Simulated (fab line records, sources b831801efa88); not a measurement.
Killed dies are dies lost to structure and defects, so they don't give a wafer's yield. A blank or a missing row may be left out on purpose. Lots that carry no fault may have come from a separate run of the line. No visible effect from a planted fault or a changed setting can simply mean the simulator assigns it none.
Which tool was responsible? -- flow gf180mcu -- 6 lots, 18 wafers sampled, at 3 steps of a route of 602

## WHAT THE GAUGES SHOWED, per wafer
GF_V1_CD_MEAS_14 targets a cd of 260 nm.
lot,measured,on,cd nm (nm)
L151,day 19 01:34,cd sem-02,260.8 261.8 259.9
L153,day 19 18:52,cd sem-01,251.6 252.3 251.0
L159,day 22 08:02,cd sem-02,262.1 261.0 261.2
L165,day 24 00:07,cd sem-01,259.8 260.6 261.8
L168,day 24 21:59,cd sem-02,261.2 260.1 261.8
L172,day 26 05:52,cd sem-01,259.6 259.6 260.8

## WHAT TOOL EACH LOT RAN ON (gives the tool, then ch and the chambers of the sampled wafers, and finally the start)
lot,GF_M1_METAL_ETCH_16,GF_V1_EXPOSE_11
L151,"rie metal-02 ch 0,1, day 18 00:13","krf scanner-01 ch 0, day 18 13:10"
L153,"rie metal-01 ch 0,1, day 18 16:43","krf scanner-01 ch 0, day 19 06:55"
L159,"rie metal-01 ch 0,1, day 21 07:58","krf scanner-02 ch 0, day 21 20:26"
L165,"rie metal-01 ch 0, day 23 00:37","krf scanner-02 ch 0, day 23 13:52"
L168,"rie metal-04 ch 0,1, day 23 22:43","krf scanner-02 ch 0, day 24 11:34"
L172,"rie metal-02 ch 0,1, day 25 06:52","krf scanner-02 ch 0, day 25 18:59"
- GF_M1_METAL_ETCH_16: etches the open film in Cl2/BCl3, stops on SiO2, target depth 750.8 nm, time 125.1 s.
- GF_V1_EXPOSE_11: exposes mask Via1, target cd 260 nm.

## THE ANSWER, worked out from the rows above alone
Rule: what is usual is taken from the lots themselves. Put in order of their means at a reading, lots are off if they are a third of the lots or fewer, leave a main group of 4 or more, and stand apart from it by a gap of 3 or more times the standard deviation of the main group's means; of several such gaps the widest counts. A main group is skipped when, at the precision printed for the reading in the tables above, its means are all equal. A lot without any number at a reading at which 4 lots or more have one is off too. All remaining lots with rows at the step are treated as sound.
Off at GF_V1_CD_MEAS_14 (cd nm): L153. For the main group the mean is 260.8 nm and the standard deviation 0.47.
A tool fits if, at a process step before that reading, it ran every lot that is off, and no sound lot after the first of them. Those tools and the gauges at GF_V1_CD_MEAS_14 are tried in the same way. One fits: krf scanner-01 at GF_V1_EXPOSE_11. Its last sound lot is L151 (day 18 13:10), its first lot that is off L153 (day 19 06:55): a fault that began between those two fits.

## WHAT HAD BEEN PUT IN BY THE SIMULATOR
Process parameters drifting: krf scanner-01 at GF_V1_EXPOSE_11, beginning at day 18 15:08. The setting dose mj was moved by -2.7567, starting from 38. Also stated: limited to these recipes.
Lots struck among those shown: L153. The rule given above showed the same thing.
